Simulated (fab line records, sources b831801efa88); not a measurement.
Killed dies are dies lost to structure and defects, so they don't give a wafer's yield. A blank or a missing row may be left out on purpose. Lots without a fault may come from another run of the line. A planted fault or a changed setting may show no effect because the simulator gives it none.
One fault seen from 2 desks | flow gf180mcu | each desk has only its own numbers; what lay behind them comes last

THE TOOL OWNER'S DESK: implanter-02
The tool's own readings at GF_MVPSD_IMPLANT_08: means of the sampled wafers that have a number, for each lot that ran on this tool. A lot is out of limits, marked OUT, if its mean lies more than 4 standard deviations from the usual mean; the brackets give that distance.
Columns: A = dose_ions_cm2 at GF_MVPSD_IMPLANT_08, usual 1.5002e+13; B = faraday_current_uA at GF_MVPSD_IMPLANT_08, usual 84.5
lot  | first seen here | A                            | B
L859 | day 6 18:47     | 1.4999e+13                   | 86.2
L861 | day 7 07:38     | 1.5017e+13                   | 84.4
L867 | day 8 18:11     | 1.5000e+13                   | 83.3
L872 | day 9 23:23     | 1.6480e+13 (+99) OUT         | 92.4 (+4.6) OUT
L874 | day 10 14:07    | 1.6510e+13 (+99 or more) OUT | 94.4 (+5.8) OUT
This desk's finding: out of limits on L872, L874; first on L872, day 9 23:23 (dose_ions_cm2 at GF_MVPSD_IMPLANT_08). In limits: L859, L861, L867.

THE METROLOGY DESK
What the gauges read, lot by lot, whatever tool the lot ran on: means of the sampled wafers that have a number. A lot is out of limits, marked OUT, if its mean lies more than 4 standard deviations from the usual mean; the brackets give that distance.
Columns: A = VT_IMPLANT_OVL at GF_VT_IMPLANT_OVL_MEAS_07, usual -0.6 nm; B = MVPSD_RS at GF_VT_IMPLANT_RS_MEAS_49, usual 1168 ohm/sq
lot  | first seen here | A    | B
L853 | day 5 22:42     | -2.5 | 1168
L854 | day 6 04:50     | -0.2 | 1172
L855 | day 6 08:18     | 0.0  | 1167
L859 | day 7 10:30     | 0.5  | 1166
L861 | day 7 23:59     | -3.7 | 1167
L862 | day 8 06:35     | -0.3 | 1167
L863 | day 8 11:19     | -2.5 | 1172
L867 | day 9 12:05     | -1.9 | 1167
L871 | day 10 10:52    | -0.5 | 1166
L872 | day 10 16:53    | -0.4 | 1118 (-16) OUT
L873 | day 11 01:02    | 1.7  | 1168
L874 | day 11 09:05    | 0.2  | 1113 (-18) OUT
L875 | day 11 16:08    | -1.3 | 1165
This desk's finding: out of limits on L872, L874; first on L872, day 13 02:47 (MVPSD_RS at GF_VT_IMPLANT_RS_MEAS_49). In limits: L853, L854, L855, L859, L861, L862, L863, L867, L871, L873, L875.

PUT TOGETHER
The tool owner's desk could have raised an alarm at day 9 23:23, on L872, L874.
The metrology desk could have raised an alarm at day 13 02:47, on L872, L874.
Of the lots named, all ran GF_MVPSD_IMPLANT_08 on implanter-02.

WHAT THE SIMULATOR HAD PUT IN
Process parameter drift: implanter-02, from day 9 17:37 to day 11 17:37, at GF_MVPSD_IMPLANT_08. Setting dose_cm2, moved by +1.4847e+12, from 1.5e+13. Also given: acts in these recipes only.
Lots struck among those shown: L872, L874.
Hours from the fault's start to each desk's first reading out of limits: the tool owner's desk, 6; the metrology desk, 81.
